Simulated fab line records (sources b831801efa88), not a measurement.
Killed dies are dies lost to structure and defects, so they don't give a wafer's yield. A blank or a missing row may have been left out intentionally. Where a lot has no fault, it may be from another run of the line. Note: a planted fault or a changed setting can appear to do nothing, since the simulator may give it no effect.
fab line records ; flow sky130
[record] lots = 13; wafers = 39; last-day = 50
route steps=708 shown POLY_GATE@232 LDD_N@244 LDD_P@261
lots that met no fault: from a run of the same line without faults
start-h: hours from the record's opening day to when the first of the lot's shown wafers began ; wait-h: hours elapsed since this lot's preceding step ; " unchanged from the row above ; L1.1+2: a single row standing in for several wafers ; - no value present, or no start provided ; * or withheld: withheld ; < > ~ a bound
route shown NAME@n: a module of which the file shows steps, and the number in the route of the first ; usual: mean and standard deviation over wafers with no fault ; same: alike in all rows ; chamber/n: place in a boat ; sites: per-site readings ; _std_site: standard deviation of those values ; _edge_site: mean of outer sites minus mean of inner sites ; radius-mm: for every site, how far away it sits from the centre of the wafer ; mask NAME#n: copy n ; behind: tool/chamber where the wafer was last shaped ; hold: why the lot was held/for how many hours/how that ended ; device: whichever transistor did not switch (one of n, p or np) ; end of line: the same wafers' tests at the end of the route ; a step given without rows: its recipe and nothing more ; killed: dies that structure and defects cost at the first sort, which is not the same as the wafer's yield ; map: a wafer's dies, x killed, . not, _ none there
set.NAME: the setting that was run; set.NAME@STEP: the one run at that earlier step ; model.NAME: the simulator's own value behind a step, which no gauge read
the route's steps for a sample of lots (tables are steps, rows are wafers)
services: from which hour (start-h, from the record's first day; less than 0 if before it) a tool's chamber was out of use, for how many hours, and why
[[steps]]
[step SKY_POLY_GATE_STRIP_18]
[recipe] chemistry = O2/N2; power-w = 1400; pressure-mtorr = 1500; platen-temp-c = withheld; o2-flow-sccm = 3000; n2-flow-sccm = 300; overash-fraction = 0.5
[usual] drypump-motor-current-A = 5.5/0.56; oes-product-au = 0.361/0.0043; strip-time-to-endpoint-s = 3.168/0.03
lot.wafer;tool;chamber;start-h;wait-h;drypump-motor-current-A;oes-product-au;rf-hours-counter-h;strip-time-to-endpoint-s
L717.4;plasma-asher-03;1;391.46;0.0;5.8;0.356;-;3.140
L717.5;plasma-asher-03;0;391.46;0.0;5.0;0.362;-;3.160
L717.6;plasma-asher-03;1;391.46;0.0;5.8;0.360;-;3.150
L719.3;plasma-asher-03;1;404.31;0.1;5.8;0.357;-;3.168
L719.4;plasma-asher-03;0;404.31;0.1;5.0;0.365;-;3.190
L719.6;plasma-asher-03;0;404.31;0.1;5.0;0.359;-;3.192
L720.1;plasma-asher-04;0;412.19;0.0;5.1;0.360;27;3.193
L720.5;plasma-asher-04;1;412.19;0.0;5.1;0.363;-;3.195
L720.6;plasma-asher-04;0;412.19;0.0;5.1;0.362;-;3.186
L721.2;plasma-asher-04;1;426.19;0.0;5.1;0.356;29;3.160
L721.3;plasma-asher-04;1;426.19;0.0;5.1;0.365;-;3.166
L721.5;plasma-asher-04;1;426.19;0.0;5.1;0.362;-;3.181
L722.1;plasma-asher-02;0;430.32;0.0;6.4;0.363;0;3.210
L722.2;plasma-asher-02;1;430.32;0.0;6.3;0.358;0;3.191
L722.5;plasma-asher-02;1;430.32;0.0;6.3;0.357;-;3.175
L723.1;plasma-asher-04;0;438.12;0.0;5.1;0.364;30;3.198
L723.2;plasma-asher-04;1;438.12;0.0;5.1;0.366;30;3.181
L723.3;plasma-asher-04;0;438.12;0.0;5.1;0.354;-;3.168
L724.2;plasma-asher-03;0;448.27;0.0;5.0;0.359;64;3.139
L724.4;plasma-asher-03;1;448.27;0.0;5.8;0.361;-;3.146
L724.6;plasma-asher-03;0;448.27;0.0;5.0;0.365;-;3.110
L725.2;plasma-asher-04;0;471.97;0.0;5.1;0.355;33;3.170
L725.3;plasma-asher-04;0;471.97;0.0;5.1;0.360;-;3.172
L725.4;plasma-asher-04;1;471.97;0.0;5.1;0.364;-;3.214
L728.2;plasma-asher-02;1;485.78;0.0;6.3;0.361;5;3.164
L728.4;plasma-asher-02;0;485.78;0.0;6.4;0.356;-;3.136
L728.6;plasma-asher-02;1;485.78;0.0;6.3;0.363;-;3.137
L730.3;plasma-asher-04;0;507.77;0.1;5.1;0.361;-;3.137
L730.4;plasma-asher-04;1;507.77;0.1;5.1;0.360;-;3.212
L730.5;plasma-asher-04;1;507.77;0.1;5.1;0.358;-;3.138
L735.3;plasma-asher-04;1;548.76;0.1;5.1;0.354;-;3.090
L735.4;plasma-asher-04;0;548.76;0.1;5.1;0.362;-;3.088
L735.6;plasma-asher-04;1;548.76;0.1;5.1;0.362;-;3.153
L736.2;plasma-asher-02;0;556.97;0.0;6.4;0.361;13;3.168
L736.3;plasma-asher-02;1;556.97;0.0;6.3;0.357;-;3.178
L736.5;plasma-asher-02;1;556.97;0.0;6.3;0.366;-;3.197
L738.2;plasma-asher-04;0;569.84;0.0;5.1;0.360;43;3.241
L738.3;plasma-asher-04;1;569.84;0.0;5.1;0.359;-;3.222
L738.4;plasma-asher-04;0;569.84;0.0;5.1;0.363;-;3.238
[step SKY_POLY_GATE_THK_MEAS_21]
[recipe] reads = SiO2_of_POLY_GATE_OXIDATION_20
[usual] POLY_GATE_OXIDATION_THK = 3.98/0.074
lot.wafer;tool;chamber;start-h;wait-h;POLY_GATE_OXIDATION_THK[nm]
L717.4;film-metro-02;-;392.95;0.0;3.92
L717.5;film-metro-02;-;392.95;0.0;3.96
L717.6;film-metro-02;-;392.95;0.0;3.96
L719.3;film-metro-01;-;406.17;0.0;4.02
L719.4;film-metro-01;-;406.17;0.0;3.97
L719.6;film-metro-01;-;406.17;0.0;3.97
L720.1;film-metro-02;-;413.80;0.0;4.03
L720.5;film-metro-02;-;413.80;0.0;3.99
L720.6;film-metro-02;-;413.80;0.0;3.98
L721.2;film-metro-02;-;427.66;0.0;3.91
L721.3;film-metro-02;-;427.66;0.0;3.99
L721.5;film-metro-02;-;427.66;0.0;3.96
L722.1;film-metro-02;-;433.06;0.0;3.99
L722.2;film-metro-02;-;433.06;0.0;3.95
L722.5;film-metro-02;-;433.06;0.0;4.08
L723.1;film-metro-02;-;440.41;0.0;3.93
L723.2;film-metro-02;-;440.41;0.0;3.94
L723.3;film-metro-02;-;440.41;0.0;3.82
L724.2;film-metro-01;-;449.68;0.0;4.00
L724.4;film-metro-01;-;449.68;0.0;3.95
L724.6;film-metro-01;-;449.68;0.0;3.95
L725.2;film-metro-01;-;474.48;0.0;4.05
L725.3;film-metro-01;-;474.48;0.0;4.00
L725.4;film-metro-01;-;474.48;0.0;3.93
L728.2;film-metro-01;-;487.89;0.0;3.94
L728.4;film-metro-01;-;487.89;0.0;3.93
L728.6;film-metro-01;-;487.89;0.0;3.98
L730.3;film-metro-01;-;509.16;0.0;4.02
L730.4;film-metro-01;-;509.16;0.0;4.03
L730.5;film-metro-01;-;509.16;0.0;4.04
L735.3;film-metro-01;-;550.15;0.0;3.95
L735.4;film-metro-01;-;550.15;0.0;3.94
L735.6;film-metro-01;-;550.15;0.0;3.96
L736.2;film-metro-01;-;559.30;0.0;4.17
L736.3;film-metro-01;-;559.30;0.0;4.12
L736.5;film-metro-01;-;559.30;0.0;4.11
L738.2;film-metro-02;-;571.25;0.0;3.93
L738.3;film-metro-02;-;571.25;0.0;3.83
L738.4;film-metro-02;-;571.25;0.0;3.89
[step SKY_LDD_N_OVL_MEAS_07]
[usual] LDD_N_OVL = -0.5/1.3
lot.wafer;tool;chamber;start-h;wait-h;LDD_N_OVL[nm]
L717.4;overlay-01;-;422.68;0.1;0.9
L717.5;overlay-01;-;422.68;0.1;0.4
L717.6;overlay-01;-;422.68;0.1;0.3
L719.3;overlay-01;-;437.18;0.1;-0.7
L719.4;overlay-01;-;437.18;0.1;0.2
L719.6;overlay-01;-;437.18;0.1;0.3
L720.1;overlay-01;-;444.37;0.1;-1.6
L720.5;overlay-01;-;444.37;0.1;-2.6
L720.6;overlay-01;-;444.37;0.1;-0.9
L721.2;overlay-01;-;458.77;0.1;-0.9
L721.3;overlay-01;-;458.77;0.1;0.0
L721.5;overlay-01;-;458.77;0.1;0.1
L722.1;overlay-01;-;464.27;0.1;-2.3
L722.2;overlay-01;-;464.27;0.1;-1.2
L722.5;overlay-01;-;464.27;0.1;-3.6
L723.1;overlay-02;-;471.21;0.1;2.2
L723.2;overlay-02;-;471.21;0.1;1.6
L723.3;overlay-02;-;471.21;0.1;1.0
L724.2;overlay-02;-;480.97;0.1;0.3
L724.4;overlay-02;-;480.97;0.1;-0.3
L724.6;overlay-02;-;480.97;0.1;1.4
L725.2;overlay-02;-;504.69;0.1;-0.9
L725.3;overlay-02;-;504.69;0.1;-4.2
L725.4;overlay-02;-;504.69;0.1;-2.3
L728.2;overlay-01;-;518.07;0.1;0.0
L728.4;overlay-01;-;518.07;0.1;-0.7
L728.6;overlay-01;-;518.07;0.1;-0.6
L730.3;overlay-02;-;538.58;0.1;-1.7
L730.4;overlay-02;-;538.58;0.1;0.0
L730.5;overlay-02;-;538.58;0.1;-0.7
L735.3;overlay-01;-;579.50;0.1;-1.4
L735.4;overlay-01;-;579.50;0.1;-0.9
L735.6;overlay-01;-;579.50;0.1;0.0
L736.2;overlay-02;-;588.84;0.1;-1.2
L736.3;overlay-02;-;588.84;0.1;-1.6
L736.5;overlay-02;-;588.84;0.1;-1.0
L738.2;overlay-01;-;600.24;0.1;-0.5
L738.3;overlay-01;-;600.24;0.1;0.2
L738.4;overlay-01;-;600.24;0.1;1.0
[step SKY_LDD_P_DEVELOP_06]
[recipe] resist = NOVOLAK; developer = TMAH; develop-time-s = 60; dev-temp-c = 23
[usual] developer-temp-C = 23.02/0.098
lot.wafer;tool;chamber;start-h;wait-h;developer-temp-C
L717.4;litho-track-01;0;453.99;0.1;23.06
L717.5;litho-track-01;0;453.99;0.1;23.09
L717.6;litho-track-01;0;453.99;0.1;23.16
L719.3;litho-track-01;0;468.76;0.1;22.99
L719.4;litho-track-01;0;468.76;0.1;23.11
L719.6;litho-track-01;0;468.76;0.1;23.02
L720.1;litho-track-04;0;476.63;0.1;23.10
L720.5;litho-track-04;0;476.63;0.1;23.03
L720.6;litho-track-04;0;476.63;0.1;22.86
L721.2;litho-track-02;0;490.97;0.1;22.93
L721.3;litho-track-02;0;490.97;0.1;22.98
L721.5;litho-track-02;0;490.97;0.1;22.83
L722.1;litho-track-01;0;495.91;0.1;23.01
L722.2;litho-track-01;0;495.91;0.1;22.99
L722.5;litho-track-01;0;495.91;0.1;23.01
L723.1;litho-track-04;0;502.63;0.1;23.20
L723.2;litho-track-04;0;502.63;0.1;23.04
L723.3;litho-track-04;0;502.63;0.1;23.14
L724.2;litho-track-01;0;512.99;0.1;23.11
L724.4;litho-track-01;0;512.99;0.1;23.05
L724.6;litho-track-01;0;512.99;0.1;23.22
L725.2;litho-track-01;0;535.19;0.1;23.04
L725.3;litho-track-01;0;535.19;0.1;22.83
L725.4;litho-track-01;0;535.19;0.1;22.96
L728.2;litho-track-01;0;549.04;0.1;25.05
L728.4;litho-track-01;0;549.04;0.1;25.18
L728.6;litho-track-01;0;549.04;0.1;25.13
L730.3;litho-track-01;0;569.86;0.1;25.26
L730.4;litho-track-01;0;569.86;0.1;25.25
L730.5;litho-track-01;0;569.86;0.1;25.46
L735.3;litho-track-02;0;610.10;0.1;22.89
L735.4;litho-track-02;0;610.10;0.1;22.98
L735.6;litho-track-02;0;610.10;0.1;22.92
L736.2;litho-track-02;0;618.97;0.1;22.92
L736.3;litho-track-02;0;618.97;0.1;23.13
L736.5;litho-track-02;0;618.97;0.1;22.92
L738.2;litho-track-04;0;630.26;0.1;22.99
L738.3;litho-track-04;0;630.26;0.1;22.98
L738.4;litho-track-04;0;630.26;0.1;23.07
[step SKY_LDD_P_CD_MEAS_07]
[recipe] target-cd-nm = 380
[usual] cd-nm = 380.0/2.7
lot.wafer;tool;chamber;start-h;wait-h;cd-nm
L717.4;cd-sem-01;-;454.13;0.1;377.9
L717.5;cd-sem-01;-;454.13;0.1;380.6
L717.6;cd-sem-01;-;454.13;0.1;378.3
L719.3;cd-sem-01;-;468.90;0.1;382.7
L719.4;cd-sem-01;-;468.90;0.1;381.1
L719.6;cd-sem-01;-;468.90;0.1;381.8
L720.1;cd-sem-02;-;476.78;0.1;377.8
L720.5;cd-sem-02;-;476.78;0.1;379.5
L720.6;cd-sem-02;-;476.78;0.1;380.2
L721.2;cd-sem-02;-;491.12;0.1;383.3
L721.3;cd-sem-02;-;491.12;0.1;380.6
L721.5;cd-sem-02;-;491.12;0.1;380.9
L722.1;cd-sem-01;-;496.06;0.1;376.9
L722.2;cd-sem-01;-;496.06;0.1;377.1
L722.5;cd-sem-01;-;496.06;0.1;378.5
L723.1;cd-sem-01;-;502.78;0.1;384.0
L723.2;cd-sem-01;-;502.78;0.1;380.6
L723.3;cd-sem-01;-;502.78;0.1;379.5
L724.2;cd-sem-02;-;513.14;0.1;376.6
L724.4;cd-sem-02;-;513.14;0.1;378.0
L724.6;cd-sem-02;-;513.14;0.1;378.8
L725.2;cd-sem-02;-;535.33;0.1;379.9
L725.3;cd-sem-02;-;535.33;0.1;378.2
L725.4;cd-sem-02;-;535.33;0.1;380.2
L728.2;cd-sem-02;-;549.18;0.1;373.3
L728.4;cd-sem-02;-;549.18;0.1;372.4
L728.6;cd-sem-02;-;549.18;0.1;371.8
L730.3;cd-sem-01;-;570.00;0.1;371.7
L730.4;cd-sem-01;-;570.00;0.1;372.0
L730.5;cd-sem-01;-;570.00;0.1;373.2
L735.3;cd-sem-01;-;610.24;0.1;380.0
L735.4;cd-sem-01;-;610.24;0.1;380.2
L735.6;cd-sem-01;-;610.24;0.1;381.1
L736.2;cd-sem-02;-;619.12;0.1;381.8
L736.3;cd-sem-02;-;619.12;0.1;384.3
L736.5;cd-sem-02;-;619.12;0.1;381.3
L738.2;cd-sem-02;-;630.40;0.1;380.9
L738.3;cd-sem-02;-;630.40;0.1;382.1
L738.4;cd-sem-02;-;630.40;0.1;380.6
[[services]]
tool;chamber;start-h;hours;kind
plasma-asher-04;-;378.68;2.8;pm
plasma-asher-02;-;421.25;9.0;pm
plasma-asher-02;0;421.25;9.0;vent-cycle
plasma-asher-02;1;421.25;9.0;vent-cycle
plasma-asher-02;0;430.25;-;clean
plasma-asher-02;1;430.25;-;clean
plasma-asher-03;-;501.87;4.3;repair
litho-track-04;-;510.76;-;consumable-replace:filter
plasma-asher-04;-;530.05;0.4;repair
plasma-asher-02;-;536.14;2.8;pm
plasma-asher-04;-;572.29;35.1;repair
plasma-asher-04;-;579.90;4.8;repair
[[key]]
[first-sign] step = SKY_LDD_P_DEVELOP_06; reading = developer-temp-C; direction = up; sigmas = 22; usual = *; struck = *
[effect] step = SKY_LDD_P_CD_MEAS_07; reading = cd-nm; direction = down; sigmas = 2.9; usual = 380.0; struck = 372.4
met-at SKY_LDD_P_DEVELOP_06
struck-lots L728,L730
tester-left-out L728,L730
not-acting-at SKY_POLY_GATE_STRIP_18,SKY_POLY_GATE_THK_MEAS_21,SKY_LDD_N_OVL_MEAS_07
onset-between 535.19 549.04
[fault] kind = process-parameter-drift; tool = litho-track-01; chamber = -; onset-h = 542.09; steps = SKY_LDD_P_DEVELOP_06; channel = dev-temp-c; offset = *; shape = step; end-h = 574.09; acts-in = *; stated = *
// tester-left-out: of these lots the tester's yield and bins aren't shown, on N5 and GAA mostly nor the transistor test; their killed dies are dies lost to structure and defects alone, not to doping, threshold or leakage, so they don't give the yield
